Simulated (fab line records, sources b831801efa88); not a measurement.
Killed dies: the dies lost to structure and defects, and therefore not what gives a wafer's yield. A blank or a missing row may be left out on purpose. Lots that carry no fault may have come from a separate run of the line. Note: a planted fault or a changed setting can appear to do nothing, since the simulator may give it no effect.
fab line records	flow sfqLine
record lots=15	wafers=45	lastDay=77
route steps=325 shown M8@315
lots with no fault: from the same line, run without faults
startH: the number of hours between the record's first day and the start of the first shown wafer of the lot	waitH: hours from the lot's prior step to this one	" same as the row above	L1.1+2: a row that stands for several wafers	- no value present, or no start provided	* or withheld: withheld	< > ~ a bound
route shown NAME@n: a module of which the file shows steps, and the number in the route of the first	usual: mean and standard deviation over wafers with no fault	same: alike in all rows	chamber/n: place in a boat	sites: the reading at each site	_std_site: the standard deviation of these	_edge_site: inner sites' mean taken away from outer sites' mean	radiusMm: for every site, how far away it sits from the centre of the wafer	mask NAME#n: copy n	behind: the most recent tool/chamber to have shaped the wafer	hold: why the lot was held/for how many hours/how that ended	device: transistor that didn't switch, given as n, p or np	end of line: the tests these same wafers got at the end of their route	a step given without rows: its recipe and nothing more	killed: dies that structure and defects cost at the first sort, which is not the same as the wafer's yield	map: the dies of a wafer, with x for killed, . for not killed, _ for no die there
set.NAME: the setting as run; set.NAME@STEP: as run at that earlier step	model.NAME: the simulator's own value behind a step, which no gauge read
one table for each step of the route and one row for each wafer, over a sample of lots
services: the hour from which a tool's chamber was out of use, counted from the record's first day as startH (under 0 if before that day), plus the number of hours and why
## steps
# step SFQ_TRILAYER_M8_LITHO_EXPOSE_194
# recipe maskId=M8	na=0.6	sourceShape=conventional	sigmaOuter=0.65	targetCdNm=2000	doseMj=14.4
# usual exposureDoseMJCm2=14.401/0.014	focusOffsetNm=0.0/0.56	stageVelMmS=499.98/0.24
lot.wafer	tool	chamber	startH	waitH	mask	exposureDoseMJCm2	focusOffsetNm	stageVelMmS
L543.2	krfScanner-02	0	1665.79	-	M8#0	14.390	0.5	500.10
L543.4	"	0	"	"	M8#0	14.401	0.6	500.10
L543.6	"	0	"	"	M8#0	14.393	0.0	500.13
L545.1	krfScanner-02	0	1671.59	-	M8#0	14.403	0.0	499.57
L545.2	"	0	"	"	M8#0	14.377	0.7	499.95
L545.6	"	0	"	"	M8#0	14.416	0.4	500.43
L548.2	krfScanner-02	0	1698.94	-	M8#0	14.423	-0.6	500.23
L548.3	"	0	"	"	M8#0	14.409	0.5	500.14
L548.5	"	0	"	"	M8#0	14.393	-0.4	500.24
L549.1	krfScanner-02	0	1702.34	-	M8#0	14.410	-0.5	500.43
L549.2	"	0	"	"	M8#0	14.404	-1.1	499.78
L549.6	"	0	"	"	M8#0	14.411	-1.0	499.96
L550.3	krfScanner-02	0	1706.34	-	M8#0	14.391	-0.6	499.91
L550.4	"	0	"	"	M8#0	14.389	-0.8	499.78
L550.5	"	0	"	"	M8#0	14.414	-0.7	500.10
L551.1	krfScanner-02	0	1707.14	-	M8#0	14.389	0.0	500.04
L551.3	"	0	"	"	M8#0	14.402	-0.3	499.68
L551.6	"	0	"	"	M8#0	14.411	-0.4	500.14
L552.3	krfScanner-02	0	1719.54	-	M8#0	14.398	0.6	500.07
L552.5	"	0	"	"	M8#0	14.390	0.1	499.95
L552.6	"	0	"	"	M8#0	14.389	-0.3	500.16
L553.1	krfScanner-02	0	1725.24	-	M8#0	14.430	-1.1	499.96
L553.2	"	0	"	"	M8#0	14.416	-0.3	500.27
L553.6	"	0	"	"	M8#0	14.428	-0.5	499.97
L555.2	krfScanner-02	0	1731.44	-	M8#0	14.404	0.1	500.25
L555.4	"	0	"	"	M8#0	14.414	0.9	499.81
L555.6	"	0	"	"	M8#0	14.394	-0.1	500.04
L556.1	krfScanner-02	-	1734.84	-	M8#0	-	-	-
L556.5	"	-	"	"	M8#0	-	-	-
L556.6	"	-	"	"	M8#0	-	-	-
L557.1	krfScanner-02	-	1744.86	-	M8#0	-	-	-
L557.4	"	-	"	"	M8#0	-	-	-
L557.5	"	-	"	"	M8#0	-	-	-
L558.2	krfScanner-02	-	1749.88	-	M8#0	-	-	-
L558.3	"	-	"	"	M8#0	-	-	-
L558.4	"	-	"	"	M8#0	-	-	-
L563.1	krfScanner-01	0	1833.07	-	M8#0	14.413	0.4	500.13
L563.4	"	0	"	"	M8#0	14.400	0.4	500.38
L563.5	"	0	"	"	M8#0	14.390	-0.4	500.09
L564.4	krfScanner-01	0	1834.87	-	M8#0	14.409	0.7	500.26
L564.5	"	0	"	"	M8#0	14.378	-0.2	500.23
L564.6	"	0	"	"	M8#0	14.386	0.6	500.34
L565.2	krfScanner-01	0	1839.27	-	M8#0	14.382	0.5	500.29
L565.5	"	0	"	"	M8#0	14.380	0.2	500.37
L565.6	"	0	"	"	M8#0	14.378	0.7	499.66
## services
tool	chamber	startH	hours	kind
krfScanner-02	-	1651.39	1.0	pm
krfScanner-01	-	1668.55	1.3	pm
krfScanner-02	-	1676.39	0.8	pm
krfScanner-01	-	1716.78	3.6	pm
krfScanner-02	-	1721.54	1.3	pm
krfScanner-02	-	1737.24	4.0	pm
krfScanner-02	-	1749.45	0.2	repair
krfScanner-02	-	1753.28	3.6	pm
krfScanner-01	-	1757.54	7.2	pm
krfScanner-02	-	1763.61	5.8	repair
krfScanner-01	-	1769.67	0.8	pm
krfScanner-02	-	1770.79	0.7	repair
krfScanner-01	-	1784.82	1.0	pm
krfScanner-01	-	1797.98	0.2	repair
krfScanner-02	-	1819.74	1.0	pm
## key
firstSign step=SFQ_TRILAYER_M8_LITHO_EXPOSE_194	reading=toolRecord	direction=missing
effect none on later readings
metAt SFQ_TRILAYER_M8_LITHO_EXPOSE_194
struckLots L556,L557,L558
onsetBetween 1731.44 1734.84
fault kind=skippedStepWhole	tool=krfScanner-02	chamber=-	onsetH=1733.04	steps=SFQ_TRILAYER_M8_LITHO_EXPOSE_194	scope=struckLotsOnly
